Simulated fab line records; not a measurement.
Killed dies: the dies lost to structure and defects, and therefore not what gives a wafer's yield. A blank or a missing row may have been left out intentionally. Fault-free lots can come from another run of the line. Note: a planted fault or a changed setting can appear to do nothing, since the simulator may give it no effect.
Which tool is to blame? ; flow gf180mcu ; 42 wafers sampled from 14 lots at 1 step of a route of 602

WHAT THE GAUGES READ, wafer by wafer
GF_STI_THK_MEAS_02.
lot;measured;on;STI_OXIDATION_THK (nm)
L780;day 1 11:31;filmMetro-01;9.94 9.77 9.84
L781;day 1 16:46;filmMetro-02;10.17 10.26 10.15
L782;day 1 21:31;filmMetro-02;9.98 9.84 10.06
L783;day 2 02:31;filmMetro-01;10.25 10.26 10.26
L784;day 2 07:31;filmMetro-02;10.01 10.04 10.14
L785;day 2 12:32;filmMetro-02;9.96 10.03 10.05
L787;day 2 23:14;filmMetro-02;9.79 10.01 9.97
L794;day 4 10:50;filmMetro-04;10.01 10.09 9.94
L795;day 4 17:35;filmMetro-02;9.97 9.89 10.00
L798;day 5 06:17;filmMetro-04;10.37 10.32 10.36
L799;day 5 10:31;filmMetro-02;10.23 10.10 10.04
L801;day 5 20:53;filmMetro-02;10.49 10.26 10.26
L802;day 6 02:33;filmMetro-02;10.13 9.89 9.98
L803;day 6 06:44;filmMetro-02;10.15 10.11 10.10

EACH LOT AND THE TOOL THAT RAN IT (in order: tool; ch and the chambers of the sampled wafers; start)
Record: no process step prior to these readings.

AS READ BY THE TOOLS THEMSELVES (means over the sampled wafers that have a number; for cases with no such wafer, the mark the record gives instead)
The record holds no such reading with a usual standard deviation.

THE ANSWER, worked out from the rows above alone
Rule: usual is defined by the lots themselves. Put in order of their means at a reading, lots are off if they are a third of the lots or fewer, leave a main group of 4 or more, and stand apart from it by a gap of 3 or more times the standard deviation of the main group's means; of several such gaps the widest counts. Not used: any main group whose means are identical at the precision the tables above print for the reading. Also off: a lot with no number at a reading for which 4 or more lots have one. All remaining lots with rows at the step are treated as sound. After the gauges, taken in route order, come the tools' own readings; for these a lot's mean is taken, as printed above. At the first step where some lot is off, the reading lying furthest off is the one used; lots without a number count as furthest.
None of the lots is off at any reading shown; this tells nothing.

WHAT WAS PUT IN BY THE SIMULATOR
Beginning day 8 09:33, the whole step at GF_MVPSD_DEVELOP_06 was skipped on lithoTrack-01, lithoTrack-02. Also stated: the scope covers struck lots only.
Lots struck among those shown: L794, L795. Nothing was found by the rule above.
